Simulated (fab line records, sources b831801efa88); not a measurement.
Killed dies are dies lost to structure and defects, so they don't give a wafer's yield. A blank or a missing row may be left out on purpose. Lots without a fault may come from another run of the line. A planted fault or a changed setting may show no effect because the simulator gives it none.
Problem report in the 8D (eight disciplines) form, filled by code | flow gf180mcu | the parts of the form that need people (team, actions taken, sign-off) are left out

1. THE PROBLEM
cd_nm at GF_M2_CD_MEAS_14 reads a mean of 259.3 nm on 6 wafers of 2 lots; wafers without a fault read 279.7 nm with a standard deviation of 1.1. That is -19 standard deviations from the usual mean.
The step: target cd 280 nm.
First seen on wafer L524.2, day 24 07:07, on cd_sem-02. The record holds 33 wafers of 11 lots with a number at this step. Rule for "out", or "out of limits": more than 4 standard deviations from the usual mean. The other wafers with a number count as sound.

2. WHAT IT IS AND WHAT IT IS NOT
question                    | is                     | is not
which readings at this step | cd_nm                  | -
which lots                  | L524, L525             | L510, L512, L513, L515, L516, L517, L518, L520, L533
which wafers of those lots  | all that have a number | -
read on which gauges        | cd_sem-01, cd_sem-02   | -
when                        | from day 24 07:07      | up to then (24 sound wafers); but 3 sound wafers of L533 came after

3. SUSPECTS, AND WHAT RULES EACH OUT
Counting: a tool at a process step up to the reading stays a suspect if it ran every lot that is out and no sound lot after the first of them.
- the gauge at GF_M2_CD_MEAS_14: ruled out. The wafers that are out were read on 2 gauges (cd_sem-01, cd_sem-02).
- rie_diel-03 at GF_CONTACT_ETCH_16 (etches BARC in N2/H2): ruled out as a lasting fault. Sound lots L533 ran on it after its first lot that is out, L524 (day 21 06:06).
- krf_scanner-01 at GF_M2_EXPOSE_11 (exposes mask Metal2, target cd 280 nm): kept. It ran every lot that is out, first L524 (day 23 20:26), and no sound lot after that; its last sound lot up to then is L516 (day 21 06:55).
Left after counting: krf_scanner-01 at GF_M2_EXPOSE_11.

4. THE CAUSE (what the simulator had put in)
Process parameter drift: krf_scanner-01, from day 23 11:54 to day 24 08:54, at GF_M2_EXPOSE_11. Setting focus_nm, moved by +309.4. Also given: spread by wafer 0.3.
Counting left only this tool.

5. THE CHAIN OF EFFECTS, in route order
Each row: a reading whose mean over the struck wafers that have a number lies more than 3 standard deviations from the usual. Only readings for which the record gives a usual standard deviation are gone through. hours: the time from each lot's start at the first step in this table that gives one to its start at this step, as a median over the lots. sigmas: the change in usual standard deviations.
hours | step                    | reading              | usual    | on struck wafers | change | sigmas
0     | GF_M2_CD_MEAS_14        | cd_nm                | 279.7 nm | 259.3            | -20.4  | -19
207   | GF_PASSIVATION_PROBE_99 | defect_limited_yield | 90.5 %   | 85.3             | -5.2   | -3.7
207   | GF_PASSIVATION_PROBE_99 | killed_at_M0_to_M3   | 20       | 47               | +27    | +6.2
207   | GF_PASSIVATION_PROBE_99 | killed_dies          | 47       | 72               | +25    | +3.7
207   | GF_PASSIVATION_PROBE_99 | sort_bin_5_function  | 5.6 %    | 10.6             | +5.0   | +5.0
207   | GF_PASSIVATION_PROBE_99 | sort_n_pass          | 445      | 420              | -25    | -3.7
207   | GF_PASSIVATION_PROBE_99 | sort_yield_pct       | 90.5 %   | 85.3             | -5.2   | -3.7
The process steps in it:
- GF_PASSIVATION_PROBE_99

6. WHAT WOULD HAVE CAUGHT IT SOONER
In this record the first reading out of limits at a measuring or inspecting step was taken at day 24 07:07, 19 hours after the fault began at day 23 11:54.
Of the tool readings at GF_M2_EXPOSE_11 for which the record gives a usual standard deviation, none was out on any struck wafer, so an alarm limit of 4 standard deviations on them would not have fired.
All the lots that are out (2) had begun GF_M2_EXPOSE_11 on krf_scanner-01 by day 24 07:07. A hold on the tool at that time would have spared none of them.
